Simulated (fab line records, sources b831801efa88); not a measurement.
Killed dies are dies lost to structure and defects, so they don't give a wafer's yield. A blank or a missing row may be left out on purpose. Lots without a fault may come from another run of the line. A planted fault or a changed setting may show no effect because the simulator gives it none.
Problem report in the 8D (eight disciplines) form, filled by code | flow sky130 | the parts of the form that need people (team, actions taken, sign-off) are left out

1. THE PROBLEM
developer_temp_C at SKY_LDD_P_DEVELOP_06 reads a mean of 25.22 C on 6 wafers of 2 lots; wafers without a fault read 23.02 C with a standard deviation of 0.098. That is +22 standard deviations from the usual mean.
The step: develop time 60 s.
First seen on wafer L728.2, day 23 21:02, on litho_track-01. The record holds 39 wafers of 13 lots with a number at this step. Rule for "out", or "out of limits": more than 4 standard deviations from the usual mean. The other wafers with a number count as sound.

2. WHAT IT IS AND WHAT IT IS NOT
question                    | is                     | is not
which readings at this step | developer_temp_C       | -
which lots                  | L728, L730             | L717, L719, L720, L721, L722, L723, L724, L725, L735, L736, L738
which wafers of those lots  | all that have a number | -
read on which tools         | litho_track-01         | litho_track-02, litho_track-04
when                        | from day 23 21:02      | up to then (24 sound wafers); but 9 sound wafers of L735, L736, L738 came after

3. SUSPECTS, AND WHAT RULES EACH OUT
Counting: a tool at a process step up to the reading stays a suspect if it ran every lot that is out and no sound lot after the first of them.
- litho_track-01 at SKY_LDD_P_DEVELOP_06 (develop time 60 s): kept. It ran every lot that is out, first L728 (day 23 21:02), and no sound lot after that; its last sound lot up to then is L725 (day 23 07:11). Its own readings are out on those wafers: developer_temp_C.
Left after counting: litho_track-01 at SKY_LDD_P_DEVELOP_06.

4. THE CAUSE (what the simulator had put in)
Process parameter drift: litho_track-01, from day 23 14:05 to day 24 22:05, at SKY_LDD_P_DEVELOP_06. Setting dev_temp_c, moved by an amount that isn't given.
Counting left only this tool.

5. THE CHAIN OF EFFECTS, in route order
Each row: a reading whose mean over the struck wafers that have a number lies more than 3 standard deviations from the usual. Only readings for which the record gives a usual standard deviation are gone through. hours: the time from each lot's start at the first step in this table that gives one to its start at this step, as a median over the lots. sigmas: the change in usual standard deviations.
hours | step                 | reading          | usual   | on struck wafers | change | sigmas
0     | SKY_LDD_P_DEVELOP_06 | developer_temp_C | 23.02 C | 25.22            | +2.20  | +22
The process steps in it:
- SKY_LDD_P_DEVELOP_06: develop time 60 s.
Later measuring or inspecting steps at which every struck wafer that the step has a row for has a number for every such reading, and none has moved that far: SKY_LDD_P_CD_MEAS_07.

6. WHAT WOULD HAVE CAUGHT IT SOONER
In this record the first reading out of limits was taken at day 23 21:02, 7 hours after the fault began at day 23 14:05.
